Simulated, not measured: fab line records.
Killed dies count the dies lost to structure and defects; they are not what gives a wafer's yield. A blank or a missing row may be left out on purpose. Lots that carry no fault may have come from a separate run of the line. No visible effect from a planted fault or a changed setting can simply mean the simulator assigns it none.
Matching of chambers / flow gf180mcu / 4 sister chambers for GF_V2_ETCH_16 on rie diel-04
The step etches BARC in N2/H2. 8 wafers are shown with their chamber, then 7 later ones without.

WAFERS WITH THEIR CHAMBER
wafer=L812.2; chamber=0; drypump motor current A (A)=6.4; oes product au (a.u.)=0.854
wafer=L812.4; chamber=2; drypump motor current A (A)=6.0; oes product au (a.u.)=0.856
wafer=L822.1; chamber=0; drypump motor current A (A)=6.4; oes product au (a.u.)=0.852
wafer=L828.2; chamber=3; drypump motor current A (A)=4.9; oes product au (a.u.)=0.857
wafer=L828.3; chamber=1; drypump motor current A (A)=5.9; oes product au (a.u.)=0.857
wafer=L828.6; chamber=3; drypump motor current A (A)=4.9; oes product au (a.u.)=0.841
wafer=L829.2; chamber=1; drypump motor current A (A)=5.9; oes product au (a.u.)=0.853
wafer=L829.5; chamber=2; drypump motor current A (A)=5.9; oes product au (a.u.)=0.859

WAFERS MISSING THEIR CHAMBER
wafer=L829.6; drypump motor current A (A)=5.9; oes product au (a.u.)=0.861
wafer=L832.1; drypump motor current A (A)=5.9; oes product au (a.u.)=0.850
wafer=L832.5; drypump motor current A (A)=5.9; oes product au (a.u.)=0.849
wafer=L832.6; drypump motor current A (A)=5.9; oes product au (a.u.)=0.842
wafer=L831.1; drypump motor current A (A)=5.9; oes product au (a.u.)=0.851
wafer=L831.2; drypump motor current A (A)=5.9; oes product au (a.u.)=0.852
wafer=L831.6; drypump motor current A (A)=5.9; oes product au (a.u.)=0.853

WHICH CHAMBER EACH ONE RAN IN
wafer=L829.6; from the rows above=can't be placed: 1 or 2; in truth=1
wafer=L832.1; from the rows above=can't be placed: 1 or 2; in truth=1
wafer=L832.5; from the rows above=can't be placed: 1 or 2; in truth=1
wafer=L832.6; from the rows above=can't be placed: 1 or 2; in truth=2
wafer=L831.1; from the rows above=can't be placed: 1 or 2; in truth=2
wafer=L831.2; from the rows above=can't be placed: 1 or 2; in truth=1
wafer=L831.6; from the rows above=can't be placed: 1 or 2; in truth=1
Correct placement for 0 of the 7. Can't be placed from these rows: 7 (the true chamber is among the candidates in 7). Wrongly placed: 0.
How it was worked out, from the rows above alone: a wafer's distance from a chamber is the root of the sum, over the readings, of the square of ((its reading less the chamber's mean) divided by the reading's scatter). The wafer belongs to the nearest chamber; if the next one is less than 2 further off, it can't be placed. For every chamber, the mean is computed from those of its wafers that are shown. The scatter: take each reading less its chamber's mean, square it, sum over the shown wafers, divide by the number of wafers less the number of chambers, and take the root.
